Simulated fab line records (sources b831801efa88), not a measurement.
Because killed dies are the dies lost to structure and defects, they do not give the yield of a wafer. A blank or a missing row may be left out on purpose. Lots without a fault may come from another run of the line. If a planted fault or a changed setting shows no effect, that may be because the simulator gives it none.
The tool behind it: which one? ; flow sky130 ; Sampling: 6 lots, 18 wafers, 2 of 708 route steps

## WHAT EACH GAUGE READ, for each wafer
SKY_VT_ADJUST_LVTN_TW_MEAS_10.
lot;measured;on;VT_ADJUST_LVTN_TW
L567;day 7 20:22;filmMetro-04;241.9 240.8 242.7
L570;day 8 13:16;filmMetro-04;242.1 240.9 242.6
L574;day 9 15:49;filmMetro-01;240.6 241.8 240.3
L579;day 10 22:49;filmMetro-02;240.0 238.1 240.5
L584;day 12 12:43;filmMetro-01;240.8 239.6 240.9
L587;day 13 08:20;filmMetro-04;241.8 241.6 241.9

## WHICH TOOL RAN EACH LOT (tool, then ch and the chambers of the sampled wafers, then the start)
lot;SKY_NWELL_STRIP_14
L567;plasmaAsher-03 ch 0,1, day 5 09:53
L570;plasmaAsher-04 ch 0,1, day 6 00:51
L574;plasmaAsher-04 ch 0,1, day 7 00:12
L579;plasmaAsher-01 ch 0, day 8 04:03
L584;plasmaAsher-04 ch 0,1, day 9 12:42
L587;plasmaAsher-03 ch 0,1, day 10 07:33
- SKY_NWELL_STRIP_14: strips in O2/N2.

## THE ANSWER, worked out from the rows above alone
Rule: the lots themselves supply what counts as usual. Put in order of their means at a reading, lots are off if they are a third of the lots or fewer, leave a main group of 4 or more, and stand apart from it by a gap of 3 or more times the standard deviation of the main group's means; of several such gaps the widest counts. If all means in a main group match to the digits the tables above print for the reading, that group is not used. Also off: a lot with no number at a reading for which 4 or more lots have one. All remaining lots with rows at the step are treated as sound.
No lot is off on any of the readings shown, so nothing can be concluded from this.

## WHAT HAD BEEN PUT IN BY THE SIMULATOR
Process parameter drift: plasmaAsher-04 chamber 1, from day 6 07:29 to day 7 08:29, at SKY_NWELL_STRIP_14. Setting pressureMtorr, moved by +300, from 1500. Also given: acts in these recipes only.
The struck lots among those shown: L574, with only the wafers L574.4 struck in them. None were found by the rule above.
